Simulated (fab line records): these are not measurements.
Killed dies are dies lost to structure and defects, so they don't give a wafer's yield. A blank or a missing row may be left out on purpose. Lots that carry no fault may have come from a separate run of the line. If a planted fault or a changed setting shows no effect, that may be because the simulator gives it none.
Matching of chambers :: flow sky130 :: hdpcvd-01 running SKY_VIA3_HDPCVD_00: 3 sister chambers
The step deposits SiO2, target thk 1635 nm, time 272.5 s. 3 wafers are shown with their chamber, then 7 later ones without.

WAFERS PAIRED WITH THEIR CHAMBERS
wafer: L657.4
chamber: 0
runLengthS (s): 300.6

wafer: L659.1
chamber: 2
runLengthS (s): 301.1

wafer: L670.4
chamber: 1
runLengthS (s): 300.6

WAFERS WITH NO CHAMBER GIVEN
wafer: L670.5
runLengthS (s): 300.0

wafer: L672.1
runLengthS (s): 300.1

wafer: L672.3
runLengthS (s): 300.9

wafer: L672.4
runLengthS (s): 300.1

wafer: L674.1
runLengthS (s): 300.7

wafer: L674.3
runLengthS (s): 300.0

wafer: L674.6
runLengthS (s): 300.6

CHAMBER TAKEN BY EACH
wafer: L670.5
from the rows above: can't be placed: 0 or 1 or 2
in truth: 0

wafer: L672.1
from the rows above: can't be placed: 0 or 1 or 2
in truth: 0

wafer: L672.3
from the rows above: can't be placed: 2 or 0 or 1
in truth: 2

wafer: L672.4
from the rows above: can't be placed: 0 or 1 or 2
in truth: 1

wafer: L674.1
from the rows above: can't be placed: 0 or 1 or 2
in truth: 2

wafer: L674.3
from the rows above: can't be placed: 0 or 1 or 2
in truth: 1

wafer: L674.6
from the rows above: can't be placed: 0 or 1 or 2
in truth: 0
Placed correctly: 0 of 7. Not placeable from these rows: 7 (in 7, the candidates include the true chamber). Placed wrongly: 0.
How it was worked out, from the rows above alone: a wafer's distance from a chamber is the root of the sum, over the readings, of the square of ((its reading less the chamber's mean) divided by the reading's scatter). The wafer belongs to the nearest chamber; if the next one is less than 2 further off, it can't be placed. The mean given for a chamber averages the wafers shown for that chamber. The scatter: root of mean squared gap, hidden wafer to nearest shown wafer, with one shown wafer a chamber.
